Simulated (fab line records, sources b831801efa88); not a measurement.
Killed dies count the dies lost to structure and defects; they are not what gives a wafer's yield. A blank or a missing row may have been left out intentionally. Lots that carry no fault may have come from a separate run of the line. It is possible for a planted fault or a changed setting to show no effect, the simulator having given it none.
Matching of chambers :: flow sky130 :: SKY_VIA3_CMP_02 on cmp-02 has 4 sister chambers
The step polishes SiO2. 24 wafers are shown with their chamber, then 12 later ones without.

## EACH WAFER AND ITS CHAMBER
wafer: L079.1
chamber: 2
motor-current-A (A): 12.0

wafer: L079.3
chamber: 3
motor-current-A (A): 11.3

wafer: L079.5
chamber: 2
motor-current-A (A): 12.4

wafer: L080.1
chamber: 3
motor-current-A (A): 10.9

wafer: L080.2
chamber: 1
motor-current-A (A): 10.9

wafer: L080.6
chamber: 1
motor-current-A (A): 11.5

wafer: L083.1
chamber: 2
motor-current-A (A): 12.2

wafer: L083.2
chamber: 0
motor-current-A (A): 14.7

wafer: L083.6
chamber: 1
motor-current-A (A): 10.8

wafer: L084.1
chamber: 0
motor-current-A (A): 14.5

wafer: L084.2
chamber: 3
motor-current-A (A): 11.5

wafer: L084.3
chamber: 2
motor-current-A (A): 12.2

wafer: L085.1
chamber: 1
motor-current-A (A): 10.5

wafer: L085.2
chamber: 0
motor-current-A (A): 14.0

wafer: L085.6
chamber: 3
motor-current-A (A): 11.4

wafer: L086.2
chamber: 2
motor-current-A (A): 11.8

wafer: L086.3
chamber: 3
motor-current-A (A): 10.8

wafer: L086.6
chamber: 1
motor-current-A (A): 11.2

wafer: L090.4
chamber: 3
motor-current-A (A): 11.6

wafer: L090.5
chamber: 0
motor-current-A (A): 13.8

wafer: L090.6
chamber: 3
motor-current-A (A): 11.6

wafer: L091.2
chamber: 2
motor-current-A (A): 11.9

wafer: L091.4
chamber: 3
motor-current-A (A): 11.3

wafer: L091.5
chamber: 2
motor-current-A (A): 12.6

SIGNATURES (averages over the wafers above)
reading: motor-current-A
chamber 0: 14.250
chamber 1: 10.980
chamber 2: 12.157
chamber 3: 11.300
scatter within a chamber: 0.334
Rule: a wafer's distance from a chamber is the root of the sum, over the readings, of the square of ((its reading less the chamber's mean) divided by the reading's scatter). The wafer belongs to the nearest chamber; if the next one is less than 2 further off, it can't be placed. The scatter: the root of (the sum of the squares of (reading less its chamber's mean) over the shown wafers, divided by (wafers less chambers)).

## WAFERS MISSING THEIR CHAMBER
wafer: L092.3
motor-current-A (A): 12.6

wafer: L092.4
motor-current-A (A): 11.2

wafer: L092.6
motor-current-A (A): 11.1

wafer: L093.2
motor-current-A (A): 14.1

wafer: L093.4
motor-current-A (A): 11.0

wafer: L093.5
motor-current-A (A): 13.6

wafer: L095.1
motor-current-A (A): 14.0

wafer: L095.4
motor-current-A (A): 11.0

wafer: L095.6
motor-current-A (A): 14.1

wafer: L096.3
motor-current-A (A): 11.4

wafer: L096.4
motor-current-A (A): 12.5

wafer: L096.5
motor-current-A (A): 12.8

## EACH ONE'S CHAMBER
wafer: L092.3
from the rows above: 2
in truth: 2

wafer: L092.4
from the rows above: can't be placed: 3 or 1
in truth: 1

wafer: L092.6
from the rows above: can't be placed: 1 or 3
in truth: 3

wafer: L093.2
from the rows above: 0
in truth: 0

wafer: L093.4
from the rows above: can't be placed: 1 or 3
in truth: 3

wafer: L093.5
from the rows above: 0
in truth: 0

wafer: L095.1
from the rows above: 0
in truth: 0

wafer: L095.4
from the rows above: can't be placed: 1 or 3
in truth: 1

wafer: L095.6
from the rows above: 0
in truth: 0

wafer: L096.3
from the rows above: can't be placed: 3 or 1 or 2
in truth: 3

wafer: L096.4
from the rows above: 2
in truth: 2

wafer: L096.5
from the rows above: 2
in truth: 2
7 of 12 placed correctly. Cannot be placed on the basis of these rows: 5; the candidates contain the true chamber in 5. Wrongly placed: 0.
